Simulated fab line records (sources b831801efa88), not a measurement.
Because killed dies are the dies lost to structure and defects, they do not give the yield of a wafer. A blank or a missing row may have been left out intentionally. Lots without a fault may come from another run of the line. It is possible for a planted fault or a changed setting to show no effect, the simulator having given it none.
A lot that was struck, set against a sound lot / flow gf180mcu / 18 steps out of a route of 602
Sound: these wafers, L851.3, L851.5, L851.6. Struck: wafer L860.6 (L860.3, L860.4, from the same lot, were not struck and are left out); the cause is given at the end.
For every step that has rows: the tool of each side, followed by ch and its chambers, followed by its first start. Under that, the readings that differ: sound wafers / struck wafers / difference of the means / sigmas: that difference in standard deviations of wafers without a fault.
alike: readings whose means differ by less than 2 such deviations, and words and numbers that are the same on both sides. not compared: withheld readings, readings that some wafer has no value for, bounds like >300 that may hide the same value, and numbers for which the record gives no deviation and whose values overlap.
The two part at a step that has a row with sigmas, a row that says differs or no value, or rows on one side only. Non-overlapping numbers with no deviation appear without sigmas and do not part them. A reading that every wafer of one side lacks parts them only if that side has two wafers or more.

first, 3 steps without rows for these wafers: GF_V3_EXPOSE_11 (exposes mask Via3, target cd 260 nm); GF_V3_PEB_12 (peb time 90 s); GF_V3_DEVELOP_13 (develop time 60 s).
GF_V3_CD_MEAS_14: the cd target is 260 nm.
  sound on cd sem-01 at day 22 14:04; struck on cd sem-01 at day 25 22:22
  alike: cd nm
GF_V3_OVL_MEAS_15:
  sound on overlay-01 at day 22 14:10; struck on overlay-02 at day 25 22:28
  alike: V3_OVL
GF_V3_ETCH_16: etches BARC in N2/H2.
  sound on rie diel-02 ch 2,3, day 22 14:11; struck on rie diel-02 ch 3, day 25 22:29
reading=throttle valve pct (%); sound=13.227 13.221 13.240; struck=13.249; difference=+0.020; sigmas=+2
  alike: drypump motor current A, oes product au
then, 1 step without rows for these wafers: GF_V3_ETCH_17 (etches SiO2 in C4F8/O2/Ar, stops on TiN, target depth 635 nm).
GF_V3_STRIP_18: strips in O2/N2.
  sound on plasma asher-02 ch 0,1, day 22 14:21; struck on plasma asher-02 ch 1, day 25 22:39
  alike: drypump motor current A, heater power w, oes product au
  not compared: rf hours counter h
then, 2 steps without rows for these wafers: GF_V3_STRIP_19 (strips in post etch residue remover, time 1200 s); GF_V3_CLEAN_20 (cleans in DIW).
GF_V3_SPUTTER_21: material Ti, target thk 15 nm, time 80.02 s.
  sound on pvd sputter-03 at day 22 14:51; struck on pvd sputter-01 at day 25 23:10
reading=chamber pressure pa (Pa); sound=5.017 5.006 5.007; struck=4.984; difference=-0.026; sigmas=-3
  alike: substrate temp c, throttle valve pct
GF_V3_SPUTTER_22: material TiN, target thk 10 nm, time 40 s.
  sound on pvd sputter-03 at day 22 14:55; struck on pvd sputter-01 at day 25 23:13
  alike: chamber pressure pa, throttle valve pct
GF_V3_CVD_23: deposits W, target thk 350 nm, time 104.9 s.
  sound on cvd w-01 ch 0,1, day 22 14:59; struck on cvd w-02 ch 0, day 25 23:18
reading=model.W_of_V3_CVD_23.thk nm (nm); sound=352.5 350 348; struck=493; difference=+143; sigmas=
  alike: heater power outer w, heater power w
  not compared: since wet clean h
GF_V3_RS_MEAS_24: the measuring method here is four-point-probe.
  sound on film metro-01 at day 22 15:06; struck on film metro-03 at day 25 23:48
reading=V3_W_RS (ohm/sq); sound=0.325 0.327 0.328; struck=0.232; difference=-0.095; sigmas=-17
  not compared: hold
GF_V3_THK_MEAS_25: measures by xrf.
  sound on film metro-01 at day 22 15:12; struck on film metro-03 at day 26 03:44
reading=V3_W_THK (nm); sound=358 355 353; struck=496; difference=+141; sigmas=+22
  not compared: hold
GF_V3_CMP_26: polishes, stops on SiO2, t overpolish 15 s, target thk 0 nm.
  sound on cmp-01 ch 0,1,2, day 22 15:20; struck on cmp-02 ch 0, day 26 07:27
reading=hold; sound=- - -; struck=await dispo/3.4h/release; difference=no value on the sound wafers; sigmas=
reading=time to endpoint s (s); sound=81 79 84; struck=123; difference=+42; sigmas=+10
  alike: motor current A
GF_M4_SPUTTER_00: material Ti, target thk 37.5 nm, time 150 s.
  sound on pvd sputter-04 at day 22 15:32; struck on pvd sputter-02 at day 26 07:42
  alike: chamber pressure pa, substrate temp c, throttle valve pct
-- the record jumps here: 6 days lie between the struck wafers' starts before and after (it left off in module M4 and takes up again in module PASSIVATION, whose first step shown is number 602 of the route) --
GF_PASSIVATION_PROBE_99:
  the record has rows for the struck wafers here (prober-01, day 31 22:34) and none for the sound ones

WHERE THEY PART
Last at GF_PASSIVATION_PROBE_99 as far as this record goes, first at GF_V3_ETCH_16.

WHY: what had been put in by the simulator
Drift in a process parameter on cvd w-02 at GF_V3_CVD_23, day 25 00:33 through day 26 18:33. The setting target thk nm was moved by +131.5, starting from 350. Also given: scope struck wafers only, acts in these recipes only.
